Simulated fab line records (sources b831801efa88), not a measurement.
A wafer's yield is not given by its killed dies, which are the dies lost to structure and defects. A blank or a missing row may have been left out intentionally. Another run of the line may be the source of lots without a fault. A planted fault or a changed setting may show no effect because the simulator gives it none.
Matching of chambers / flow sky130 / 4 sister chambers for SKY_POLY_CUT_ETCH_11 on rie diel-03
The step etches Si3N4 in CF4/CH2F2/Ar, stops on poly-Si, time 42.5 s, target depth 60 nm. 14 wafers are shown with their chamber, then 7 later ones without.

## WAFERS, EACH WITH ITS CHAMBER
wafer=L081.1; chamber=2; drypump motor current A (A)=5.6; throttle valve pct (%)=15.016; oes product au (a.u.)=0.826
wafer=L081.4; chamber=1; drypump motor current A (A)=5.7; throttle valve pct (%)=14.993; oes product au (a.u.)=0.825
wafer=L081.6; chamber=0; drypump motor current A (A)=5.0; throttle valve pct (%)=14.980; oes product au (a.u.)=0.825
wafer=L082.2; chamber=3; drypump motor current A (A)=6.0; throttle valve pct (%)=15.005; oes product au (a.u.)=0.828
wafer=L082.3; chamber=2; drypump motor current A (A)=5.7; throttle valve pct (%)=14.988; oes product au (a.u.)=0.838
wafer=L082.5; chamber=3; drypump motor current A (A)=6.0; throttle valve pct (%)=14.981; oes product au (a.u.)=0.826
wafer=L085.2; chamber=2; drypump motor current A (A)=5.7; throttle valve pct (%)=14.994; oes product au (a.u.)=0.821
wafer=L085.4; chamber=1; drypump motor current A (A)=5.6; throttle valve pct (%)=14.997; oes product au (a.u.)=0.834
wafer=L085.5; chamber=2; drypump motor current A (A)=5.7; throttle valve pct (%)=14.997; oes product au (a.u.)=0.830
wafer=L088.1; chamber=3; drypump motor current A (A)=6.0; throttle valve pct (%)=15.005; oes product au (a.u.)=0.823
wafer=L088.2; chamber=1; drypump motor current A (A)=5.6; throttle valve pct (%)=14.989; oes product au (a.u.)=0.825
wafer=L088.5; chamber=2; drypump motor current A (A)=5.7; throttle valve pct (%)=14.983; oes product au (a.u.)=0.831
wafer=L089.1; chamber=1; drypump motor current A (A)=5.6; throttle valve pct (%)=14.980; oes product au (a.u.)=0.823
wafer=L089.4; chamber=3; drypump motor current A (A)=6.0; throttle valve pct (%)=14.979; oes product au (a.u.)=0.835

SIGNATURES (averages over the wafers above)
reading=drypump motor current A; chamber 0=5.000; chamber 1=5.625; chamber 2=5.680; chamber 3=6.000; scatter within a chamber=0.0394
reading=throttle valve pct; chamber 0=14.98000; chamber 1=14.98975; chamber 2=14.99560; chamber 3=14.99250; scatter within a chamber=0.0119
reading=oes product au; chamber 0=0.82500; chamber 1=0.82675; chamber 2=0.82920; chamber 3=0.82800; scatter within a chamber=0.00556
Rule: for a wafer and a chamber, the distance is found by dividing, reading by reading, the gap between the wafer's reading and the chamber's mean by the reading's scatter, squaring, summing and taking the root. If the next closest chamber is less than 2 further off than the closest, the wafer can't be placed; otherwise it belongs to the closest. The scatter: the root of (the sum of the squares of (reading less its chamber's mean) over the shown wafers, divided by (wafers less chambers)).

## WAFERS WITH NO CHAMBER GIVEN
wafer=L089.6; drypump motor current A (A)=5.7; throttle valve pct (%)=15.014; oes product au (a.u.)=0.835
wafer=L092.3; drypump motor current A (A)=6.0; throttle valve pct (%)=14.985; oes product au (a.u.)=0.833
wafer=L092.4; drypump motor current A (A)=5.6; throttle valve pct (%)=14.994; oes product au (a.u.)=0.827
wafer=L092.5; drypump motor current A (A)=6.0; throttle valve pct (%)=14.980; oes product au (a.u.)=0.826
wafer=L096.3; drypump motor current A (A)=5.0; throttle valve pct (%)=15.000; oes product au (a.u.)=0.825
wafer=L096.4; drypump motor current A (A)=6.1; throttle valve pct (%)=14.991; oes product au (a.u.)=0.822
wafer=L096.6; drypump motor current A (A)=5.7; throttle valve pct (%)=14.996; oes product au (a.u.)=0.808

## THE CHAMBER EACH PASSED THROUGH
wafer=L089.6; from the rows above=can't be placed: 2 or 1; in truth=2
wafer=L092.3; from the rows above=3; in truth=3
wafer=L092.4; from the rows above=can't be placed: 1 or 2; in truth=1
wafer=L092.5; from the rows above=3; in truth=3
wafer=L096.3; from the rows above=0; in truth=0
wafer=L096.4; from the rows above=3; in truth=3
wafer=L096.6; from the rows above=can't be placed: 2 or 1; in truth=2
Correctly placed: 4 of 7. Cannot be placed on the basis of these rows: 3; the candidates contain the true chamber in 3. Number placed wrongly: 0.
